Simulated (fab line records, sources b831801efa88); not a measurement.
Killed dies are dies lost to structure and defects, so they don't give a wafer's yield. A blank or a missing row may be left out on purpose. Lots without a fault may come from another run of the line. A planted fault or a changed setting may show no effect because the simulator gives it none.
Which tool did it? | flow gf180mcu | 24 lots, 72 wafers sampled, at 6 steps of a route of 602

WHAT THE GAUGES READ, wafer by wafer
GF_V4_OVL_MEAS_15.
lot  | measured     | on         | V4_OVL (nm)
L074 | day 24 04:46 | overlay-01 | -10 -7 -6
L075 | day 24 18:23 | overlay-01 | 4 -3 3
L076 | day 25 04:10 | overlay-02 | 1 0 -1
L077 | day 25 08:14 | overlay-01 | -1 7 9
L078 | day 25 20:36 | overlay-01 | 4 -6 2
L079 | day 26 03:30 | overlay-02 | 4 3 4
L080 | day 26 07:39 | overlay-01 | -2 -1 -3
L081 | day 27 02:01 | overlay-01 | -7 -1 2
L082 | day 27 02:58 | overlay-01 | -9 -1 -6
L083 | day 27 06:34 | overlay-02 | 1 6 -7
L084 | day 27 21:18 | overlay-02 | 7 -1 -1
L085 | day 28 03:58 | overlay-01 | 14 8 -4
L086 | day 28 10:10 | overlay-01 | 9 2 0
L087 | day 28 17:03 | overlay-02 | 2 -5 -11
L088 | day 29 02:30 | overlay-01 | 9 0 -2
L089 | day 29 08:28 | overlay-02 | 5 1 2
L090 | day 29 12:31 | overlay-02 | -7 -4 2
L091 | day 29 21:31 | overlay-01 | 15 10 5
L092 | day 30 01:41 | overlay-02 | 11 -7 0
L093 | day 30 06:37 | overlay-01 | -3 4 15
L094 | day 30 12:50 | overlay-02 | -3 0 6
L095 | day 30 20:53 | overlay-01 | -6 1 -1
L096 | day 31 04:09 | overlay-02 | -8 -7 -12
L097 | day 31 10:09 | overlay-01 | 4 2 12

GF_V4_RS_MEAS_24: measures by four-point-probe.
lot  | measured     | on            | V4_W_RS (ohm/sq)
L074 | day 24 06:04 | film_metro-02 | 0.322 0.322 0.327
L075 | day 24 19:20 | film_metro-02 | 0.322 0.326 0.326
L076 | day 25 05:07 | film_metro-01 | 0.319 0.318 0.327
L077 | day 25 09:16 | film_metro-01 | 0.328 0.330 0.331
L078 | day 25 21:52 | film_metro-01 | 0.328 0.332 0.324
L079 | day 26 04:31 | film_metro-03 | 0.321 0.319 0.314
L080 | day 26 08:34 | film_metro-02 | 0.328 0.332 0.327
L081 | day 27 02:58 | film_metro-02 | 0.329 0.323 0.326
L082 | day 27 03:53 | film_metro-02 | 0.326 0.323 0.327
L083 | day 27 07:28 | film_metro-02 | 0.327 0.331 0.330
L084 | day 27 22:14 | film_metro-01 | 0.331 0.332 0.322
L085 | day 28 04:55 | film_metro-01 | 0.326 0.327 0.326
L086 | day 28 11:04 | film_metro-01 | 0.327 0.327 0.318
L087 | day 28 18:05 | film_metro-02 | 0.319 0.325 0.318
L088 | day 29 03:28 | film_metro-01 | 0.325 0.323 0.325
L089 | day 29 09:23 | film_metro-01 | 0.323 0.325 0.327
L090 | day 29 13:26 | film_metro-01 | 0.327 0.319 0.320
L091 | day 29 22:26 | film_metro-03 | 0.329 0.320 0.324
L092 | day 30 02:38 | film_metro-02 | 0.326 0.325 0.320
L093 | day 30 07:33 | film_metro-02 | 0.321 0.324 0.335
L094 | day 30 13:45 | film_metro-03 | 0.323 0.319 0.326
L095 | day 30 22:09 | film_metro-03 | 0.323 0.327 0.323
L096 | day 31 05:04 | film_metro-01 | 0.324 0.324 0.322
L097 | day 31 11:04 | film_metro-03 | 0.326 0.326 0.325

GF_V5_BOW_MEAS_05.
lot  | measured     | on            | V5_BOW (um)
L074 | day 26 04:29 | film_metro-04 | 120 125 134
L075 | day 26 16:15 | film_metro-02 | 128 132 138
L076 | day 27 00:52 | film_metro-04 | 134 149 143
L077 | day 27 05:16 | film_metro-01 | 149 152 155
L078 | day 27 17:14 | film_metro-02 | 130 120 127
L079 | day 28 00:13 | film_metro-02 | 129 114 114
L080 | day 28 03:17 | film_metro-02 | 136 145 142
L081 | day 28 21:30 | film_metro-04 | 121 114 137
L082 | day 28 22:12 | film_metro-04 | 121 132 114
L083 | day 29 02:23 | film_metro-01 | 133 144 137
L084 | day 29 15:02 | film_metro-04 | 125 122 118
L085 | day 29 22:20 | film_metro-01 | 120 125 130
L086 | day 30 03:21 | film_metro-02 | 135 125 135
L087 | day 30 09:20 | film_metro-04 | 122 129 120
L088 | day 30 19:34 | film_metro-02 | 127 127 122
L089 | day 31 00:33 | film_metro-01 | 137 127 115
L090 | day 31 04:12 | film_metro-04 | 136 143 127
L091 | day 31 13:03 | film_metro-01 | 144 131 147
L092 | day 31 17:42 | film_metro-01 | 142 148 148
L093 | day 31 21:14 | film_metro-02 | 144 142 138
L094 | day 32 02:55 | film_metro-04 | 132 137 136
L095 | day 32 12:52 | film_metro-01 | 139 136 141
L096 | day 32 17:23 | film_metro-02 | 123 122 136
L097 | day 32 22:10 | film_metro-02 | 125 136 119

GF_V5_THK_MEAS_25: measures by xrf.
lot  | measured     | on            | V5_W_THK (nm)
L074 | day 27 02:11 | film_metro-01 | 359 368 354
L075 | day 27 13:43 | film_metro-01 | 357 364 362
L076 | day 27 22:17 | film_metro-04 | 361 354 358
L077 | day 28 02:37 | film_metro-04 | 355 365 363
L078 | day 28 14:40 | film_metro-02 | 363 350 352
L079 | day 28 21:32 | film_metro-01 | 361 360 365
L080 | day 29 00:19 | film_metro-02 | 363 367 361
L081 | day 29 18:07 | film_metro-01 | 360 358 367
L082 | day 29 18:31 | film_metro-04 | 366 356 368
L083 | day 29 22:34 | film_metro-02 | 358 355 358
L084 | day 30 10:38 | film_metro-04 | 362 358 362
L085 | day 30 17:32 | film_metro-04 | 361 355 361
L086 | day 30 22:25 | film_metro-02 | 367 353 368
L087 | day 31 04:19 | film_metro-02 | 376 361 365
L088 | day 31 14:02 | film_metro-02 | 362 354 354
L089 | day 31 19:38 | film_metro-04 | 353 355 359
L090 | day 31 23:07 | film_metro-04 | 359 357 352
L091 | day 32 07:22 | film_metro-02 | 351 354 357
L092 | day 32 11:29 | film_metro-01 | 364 356 372
L093 | day 32 15:04 | film_metro-02 | 352 356 353
L094 | day 32 19:13 | film_metro-02 | 354 361 363
L095 | day 33 05:23 | film_metro-01 | 369 364 372
L096 | day 33 10:13 | film_metro-01 | 364 359 364
L097 | day 33 14:34 | film_metro-04 | 371 365 361

WHICH TOOL RAN EACH LOT (tool, then ch and the chambers of the sampled wafers, then the start)
lot  | GF_V3_ETCH_16                      | GF_V5_SPUTTER_21
L074 | rie_diel-02 ch 1,2, day 22 01:53   | pvd_sputter-01, day 27 01:50
L075 | rie_diel-02 ch 0,1,3, day 22 17:34 | pvd_sputter-02, day 27 13:22
L076 | rie_diel-03 ch 0,1,3, day 23 03:06 | pvd_sputter-03, day 27 21:56
L077 | rie_diel-02 ch 1,2,3, day 23 07:11 | pvd_sputter-03, day 28 02:17
L078 | rie_diel-04 ch 0,1,2, day 23 22:54 | pvd_sputter-01, day 28 14:19
L079 | rie_diel-04 ch 1,2,3, day 24 05:31 | pvd_sputter-03, day 28 21:11
L080 | rie_diel-03 ch 1,3, day 24 09:33   | pvd_sputter-02, day 28 23:59
L081 | rie_diel-03 ch 0,1,3, day 25 05:40 | pvd_sputter-03, day 29 17:46
L082 | rie_diel-02 ch 0,1, day 25 06:01   | pvd_sputter-02, day 29 18:11
L083 | rie_diel-04 ch 0,1,2, day 25 10:40 | pvd_sputter-03, day 29 22:13
L084 | rie_diel-02 ch 2,3, day 26 01:17   | pvd_sputter-03, day 30 10:19
L085 | rie_diel-04 ch 0,2,3, day 26 08:10 | pvd_sputter-03, day 30 17:10
L086 | rie_diel-04 ch 2,3, day 26 15:19   | pvd_sputter-01, day 30 22:05
L087 | rie_diel-02 ch 0,1, day 26 21:53   | pvd_sputter-03, day 31 03:58
L088 | rie_diel-02 ch 0,1, day 27 07:36   | pvd_sputter-01, day 31 13:42
L089 | rie_diel-04 ch 1,3, day 27 14:35   | pvd_sputter-01, day 31 19:17
L090 | rie_diel-03 ch 0,2,3, day 27 18:28 | pvd_sputter-03, day 31 22:46
L091 | rie_diel-02 ch 1,2, day 28 03:21   | pvd_sputter-03, day 32 07:01
L092 | rie_diel-04 ch 0,2,3, day 28 08:16 | pvd_sputter-03, day 32 11:08
L093 | rie_diel-04 ch 0,2,3, day 28 14:37 | pvd_sputter-02, day 32 14:43
L094 | rie_diel-03 ch 1,3, day 28 19:51   | pvd_sputter-02, day 32 18:52
L095 | rie_diel-03 ch 0,2,3, day 29 04:32 | pvd_sputter-02, day 33 05:03
L096 | rie_diel-04 ch 1,2,3, day 29 12:59 | pvd_sputter-03, day 33 09:53
L097 | rie_diel-03 ch 2,3, day 29 18:28   | pvd_sputter-03, day 33 14:13
- GF_V3_ETCH_16: etches BARC in N2/H2.
- GF_V5_SPUTTER_21: material Ti, target thk 15 nm, time 80.02 s.

WHAT THE TOOLS THEMSELVES READ (means of the sampled wafers that have a number; where no wafer has one, the mark that the record gives instead)
GF_V3_ETCH_16.
lot  | tool        | drypump_motor_current_A (A) | oes_product_au (a.u.) | throttle_valve_pct (%)
L074 | rie_diel-02 | 5.5                         | 0.852                 | 13.221
L075 | rie_diel-02 | 5.9                         | 0.860                 | 13.232
L076 | rie_diel-03 | 6.3                         | 0.859                 | 13.219
L077 | rie_diel-02 | 5.8                         | 0.855                 | 13.227
L078 | rie_diel-04 | 5.7                         | 0.856                 | 13.229
L079 | rie_diel-04 | 5.4                         | 0.855                 | 13.223
L080 | rie_diel-03 | 6.2                         | 0.852                 | 13.226
L081 | rie_diel-03 | 6.3                         | 0.854                 | 13.222
L082 | rie_diel-02 | 5.6                         | 0.854                 | 13.232
L083 | rie_diel-04 | 5.7                         | 0.856                 | 13.223
L084 | rie_diel-02 | 6.1                         | 0.857                 | 13.229
L085 | rie_diel-04 | 5.3                         | 0.853                 | 13.215
L086 | rie_diel-04 | 5.3                         | 0.856                 | 13.215
L087 | rie_diel-02 | 5.6                         | 0.858                 | 13.226
L088 | rie_diel-02 | 5.6                         | 0.858                 | 13.225
L089 | rie_diel-04 | 5.1                         | 0.851                 | 13.224
L090 | rie_diel-03 | 6.2                         | 0.856                 | 13.228
L091 | rie_diel-02 | 5.5                         | 0.855                 | 13.221
L092 | rie_diel-04 | 5.3                         | 0.854                 | 13.228
L093 | rie_diel-04 | 5.3                         | 0.857                 | 13.222
L094 | rie_diel-03 | 6.3                         | 0.854                 | 13.218
L095 | rie_diel-03 | 6.2                         | 0.858                 | 13.223
L096 | rie_diel-04 | 5.4                         | 0.859                 | 13.226
L097 | rie_diel-03 | 6.2                         | 0.855                 | 13.233

GF_V5_SPUTTER_21.
lot  | tool           | cathode_dc_power_W (W) | throttle_valve_pct (%)
L074 | pvd_sputter-01 | 2499.6                 | 29.0
L075 | pvd_sputter-02 | 2500.4                 | 30.8
L076 | pvd_sputter-03 | 2500.1                 | 30.2
L077 | pvd_sputter-03 | 2499.9                 | 30.7
L078 | pvd_sputter-01 | 2499.8                 | 29.4
L079 | pvd_sputter-03 | 2499.8                 | 30.7
L080 | pvd_sputter-02 | 2500.3                 | 30.1
L081 | pvd_sputter-03 | 2500.1                 | 29.7
L082 | pvd_sputter-02 | 2499.7                 | 29.5
L083 | pvd_sputter-03 | 2499.5                 | 30.0
L084 | pvd_sputter-03 | 2499.6                 | 30.4
L085 | pvd_sputter-03 | 2499.8                 | 30.5
L086 | pvd_sputter-01 | 2499.6                 | 29.8
L087 | pvd_sputter-03 | 2499.8                 | 30.2
L088 | pvd_sputter-01 | 2499.6                 | 29.0
L089 | pvd_sputter-01 | 2499.8                 | 29.7
L090 | pvd_sputter-03 | 2500.5                 | 29.8
L091 | pvd_sputter-03 | 2499.6                 | 29.6
L092 | pvd_sputter-03 | 2500.0                 | 30.4
L093 | pvd_sputter-02 | 2499.5                 | 30.2
L094 | pvd_sputter-02 | 2500.1                 | 30.8
L095 | pvd_sputter-02 | 2499.8                 | 30.3
L096 | pvd_sputter-03 | 2499.9                 | 30.1
L097 | pvd_sputter-03 | 2499.8                 | 30.1

THE ANSWER, worked out from the rows above alone
Rule: what is usual is taken from the lots themselves. Put in order of their means at a reading, lots are off if they are a third of the lots or fewer, leave a main group of 4 or more, and stand apart from it by a gap of 3 or more times the standard deviation of the main group's means; of several such gaps the widest counts. A main group whose means are all the same, to the digits that the tables above print for the reading, isn't used. A lot without any number at a reading at which 4 lots or more have one is off too. The other lots that the step has rows for count as sound. The gauges are gone through in route order, then the tools' own readings, and for those a lot's mean is taken as printed above. The first step at which some lot is off is used, and at that step the reading that is off furthest; a lot without a number counts as furthest.
No lot is off at any reading shown: from this, nothing can be told.

WHAT THE SIMULATOR HAD PUT IN
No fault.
